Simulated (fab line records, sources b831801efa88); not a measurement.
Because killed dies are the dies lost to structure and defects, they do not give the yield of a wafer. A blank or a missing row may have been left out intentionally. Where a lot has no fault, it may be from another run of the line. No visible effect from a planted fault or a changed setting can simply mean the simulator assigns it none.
Struck lot and sound lot, side by side	flow gf180mcu	23 out of 602 route steps
Sound: the wafers L763.1, L763.5, L763.6. Wafers struck: L772.1, L772.2, L772.4. Last of all comes the cause.
Per side, at each step with rows, come the tool, then ch with its chambers, and then its first start. Under that, the readings that differ: sound wafers	struck wafers	difference of the means	sigmas: that difference in standard deviations of wafers without a fault.
alike: words and numbers the same on both sides, and readings whose means are apart by under 2 such deviations; not compared: readings that were withheld, readings missing a value for some wafer, numbers with overlapping values and no deviation given by the record, and bounds like >300 which may hide the same value.
Wherever a step has rows on one side only, a row that says differs or no value, or a row with sigmas, the two part there. Non-overlapping numbers with no deviation appear without sigmas and do not part them. Lack of a reading on every wafer of one side parts them only where that side has two or more wafers.

GF_V5_RS_MEAS_24: uses a four-point probe to measure.
  sound: film_metro-03 at day 27 11:58; struck: film_metro-03 at day 30 13:12
  alike: V5_W_RS
GF_V5_THK_MEAS_25: measures by xrf.
  sound: film_metro-03 at day 27 12:05; struck: film_metro-03 at day 30 13:19
  alike: V5_W_THK
GF_V5_CMP_26: polishes, stops on SiO2, t overpolish 15 s, target thk 0 nm.
  sound on cmp-01 ch 1,2,3, day 27 12:15; struck on cmp-02 ch 0,2,3, day 30 13:40
  alike: motor_current_A, overpolish_run_s, slurry_flow_ml_min, time_to_endpoint_s
GF_TOP_METAL_SPUTTER_00: material Ti, target thk 37.5 nm, time 150 s.
  sound: pvd_sputter-01 at day 27 12:27; struck: pvd_sputter-01 at day 30 13:58
reading	sound	struck	difference	sigmas
throttle_valve_pct (%)	32.5 30.9 32.7	30.5 30.5 30.3	-1.6	-2
  alike: cathode_dc_power_W, substrate_temp_c
GF_TOP_METAL_SPUTTER_01: material TiN, target thk 30 nm, time 25 s.
  sound: pvd_sputter-01 at day 27 12:33; struck: pvd_sputter-01 at day 30 14:04
reading	sound	struck	difference	sigmas
throttle_valve_pct (%)	33.0 30.6 32.7	30.5 30.6 30.5	-1.6	-2
  alike: cathode_dc_power_W
GF_TOP_METAL_SPUTTER_02: material AlCu, target thk 900 nm, time 47.82 s.
  sound: pvd_sputter-01 at day 27 12:35; struck: pvd_sputter-01 at day 30 14:06
  alike: cathode_dc_power_W, substrate_temp_c, throttle_valve_pct
then, 1 step without rows for these wafers: GF_TOP_METAL_SPUTTER_03 (material Ti, target thk 5 nm, time 3.3 s).
GF_TOP_METAL_SPUTTER_04: material TiN, target thk 25 nm, time 20.8 s.
  sound: pvd_sputter-01 at day 27 12:38; struck: pvd_sputter-01 at day 30 14:10
  alike: cathode_dc_power_W, throttle_valve_pct
GF_TOP_METAL_RS_MEAS_05: uses a four-point probe to measure.
  sound: film_metro-02 at day 27 12:40; struck: film_metro-03 at day 30 14:11
  alike: TOP_METAL_ALCU_RS
GF_TOP_METAL_THK_MEAS_06: measures by xrf.
  sound: film_metro-02 at day 27 12:47; struck: film_metro-03 at day 30 14:19
  alike: TOP_METAL_ALCU_THK
then, 2 steps without rows for these wafers: GF_TOP_METAL_DEHYDRATE_07 (time 60 s); GF_TOP_METAL_HMDS_08 (prime time 60 s).
GF_TOP_METAL_COAT_09: resist thk 1500 nm.
  sound on litho_track-02 ch 0, day 27 22:31; struck on litho_track-03 ch 0, day 30 22:53
reading	sound	struck	difference	sigmas
spin_speed_rpm (rpm)	2996.6 2997.6 3000.1	2821.9 2822.9 2820.6	-176.3	-88
model.NOVOLAK_of_TOP_METAL_COAT_09.thk_nm (nm)	1496 1501 1497	1551 1550 1545	+51	
  alike: resist_line_temp_C
then, 4 steps without rows for these wafers: GF_TOP_METAL_SOFTBAKE_10 (time 60 s); GF_TOP_METAL_EXPOSE_11 (exposes mask MetalTop, target cd 440 nm); GF_TOP_METAL_PEB_12; GF_TOP_METAL_DEVELOP_13 (develop time 60 s).
GF_TOP_METAL_CD_MEAS_14: the cd target is 440 nm.
  sound: cd_sem-01 at day 28 08:46; struck: cd_sem-01 at day 31 07:29
reading	sound	struck	difference	sigmas
cd_nm (nm)	440.4 439.1 439.5	447.6 447.1 447.4	+7.7	+3
GF_TOP_METAL_OVL_MEAS_15:
  sound: overlay-01 at day 28 08:53; struck: overlay-02 at day 31 07:36
  alike: TOP_METAL_OVL
GF_TOP_METAL_METAL_ETCH_16: etches the open film in Cl2/BCl3, stops on SiO2, target depth 1197 nm, time 199.5 s.
  sound on rie_metal-02 ch 0,1, day 28 08:55; struck on rie_metal-01 ch 0,1, day 31 07:38
reading	sound	struck	difference	sigmas
model.NOVOLAK_of_TOP_METAL_COAT_09.thk_nm (nm)	1020 1023 1017	1066 1069 1061	+45	
  alike: bcl3_flow_sccm, drypump_motor_current_A, oes_product_au, throttle_valve_pct
  not compared: rf_hours_counter_h
GF_TOP_METAL_STRIP_17: strips in O2/N2.
  sound on plasma_asher-01 ch 0,1, day 28 09:07; struck on plasma_asher-03 ch 0,1, day 31 07:50
reading	sound	struck	difference	sigmas
strip_time_to_endpoint_s (s)	12.89 12.93 12.85	13.39 13.44 13.35	+0.50	+7
  alike: drypump_motor_current_A, heater_power_w, oes_product_au, platen_temp_c
  not compared: rf_hours_counter_h
then, 2 steps without rows for these wafers: GF_TOP_METAL_STRIP_18 (strips in post etch residue remover, time 1200 s); GF_PASSIVATION_PROBE_99.

## WHERE THEY PART
Last at GF_TOP_METAL_STRIP_17 as far as this record goes, first at GF_TOP_METAL_SPUTTER_00.

WHY: what had been put in by the simulator
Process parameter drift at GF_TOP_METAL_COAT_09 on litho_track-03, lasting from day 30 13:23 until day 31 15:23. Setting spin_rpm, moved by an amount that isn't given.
